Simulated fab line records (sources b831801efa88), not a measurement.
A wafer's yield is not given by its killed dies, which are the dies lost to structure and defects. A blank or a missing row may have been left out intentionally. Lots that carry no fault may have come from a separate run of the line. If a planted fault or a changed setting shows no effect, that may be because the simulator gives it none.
Matching of chambers + flow sky130 + rieDiel-03 running SKY_FIELD_ISO_ETCH_15: 4 sister chambers
The step etches the open film in CHF3/O2, stops on Si, target depth 180 nm, time 72 s. 14 wafers are shown with their chamber, then 7 later ones without.

## WAFERS PAIRED WITH THEIR CHAMBERS
| wafer  | chamber | drypumpMotorCurrentA (A) | throttleValvePct (%) | oesProductAu (a.u.) |
|--------|---------|--------------------------|----------------------|---------------------|
| L075.1 | 0       | 5.7                      | 8.826                | 0.935               |
| L075.3 | 1       | 6.7                      | 8.865                | 0.945               |
| L075.6 | 3       | 5.3                      | 8.849                | 0.954               |
| L078.2 | 3       | 5.3                      | 8.844                | 0.960               |
| L078.3 | 1       | 6.6                      | 8.866                | 0.949               |
| L078.6 | 2       | 6.1                      | 8.848                | 0.949               |
| L079.1 | 0       | 5.7                      | 8.849                | 0.944               |
| L079.3 | 1       | 6.6                      | 8.845                | 0.939               |
| L079.4 | 2       | 6.1                      | 8.852                | 0.943               |
| L087.2 | 3       | 5.2                      | 8.860                | 0.946               |
| L087.4 | 2       | 6.1                      | 8.835                | 0.943               |
| L087.5 | 3       | 5.3                      | 8.842                | 0.958               |
| L088.1 | 3       | 5.2                      | 8.838                | 0.937               |
| L088.3 | 0       | 5.7                      | 8.824                | 0.933               |

SIGNATURES (means of the wafers above)
| reading              | chamber 0 | chamber 1 | chamber 2 | chamber 3 | scatter within a chamber |
|----------------------|-----------|-----------|-----------|-----------|--------------------------|
| drypumpMotorCurrentA | 5.700     | 6.633     | 6.100     | 5.260     | 0.0432                   |
| throttleValvePct     | 8.83300   | 8.85867   | 8.84500   | 8.84660   | 0.0105                   |
| oesProductAu         | 0.93733   | 0.94433   | 0.94500   | 0.95100   | 0.00709                  |
Rule: for each reading, subtract the chamber's mean from the wafer's reading, divide by that reading's scatter and square the result; add these up over the readings and take the root, which gives the wafer's distance from the chamber. If the next closest chamber is less than 2 further off than the closest, the wafer can't be placed; otherwise it belongs to the closest. How the scatter is found: for the shown wafers, subtract from each reading the mean of its chamber, square and add these, divide the total by (wafers less chambers), then take the root.

## WAFERS WITHOUT THEIR CHAMBER
| wafer  | drypumpMotorCurrentA (A) | throttleValvePct (%) | oesProductAu (a.u.) |
|--------|--------------------------|----------------------|---------------------|
| L088.6 | 5.2                      | 8.856                | 0.949               |
| L090.2 | 6.6                      | 8.840                | 0.930               |
| L090.4 | 5.7                      | 8.846                | 0.937               |
| L090.6 | 6.1                      | 8.856                | 0.937               |
| L093.4 | 6.1                      | 8.838                | 0.930               |
| L093.5 | 6.6                      | 8.832                | 0.940               |
| L093.6 | 6.1                      | 8.849                | 0.944               |

## EACH ONE'S CHAMBER
| wafer  | from the rows above | in truth |
|--------|---------------------|----------|
| L088.6 | 3                   | 3        |
| L090.2 | 1                   | 1        |
| L090.4 | 0                   | 0        |
| L090.6 | 2                   | 2        |
| L093.4 | 2                   | 2        |
| L093.5 | 1                   | 1        |
| L093.6 | 2                   | 2        |
Placed correctly: 7 of 7. From these rows, 0 cannot be placed. 0 placed wrongly.
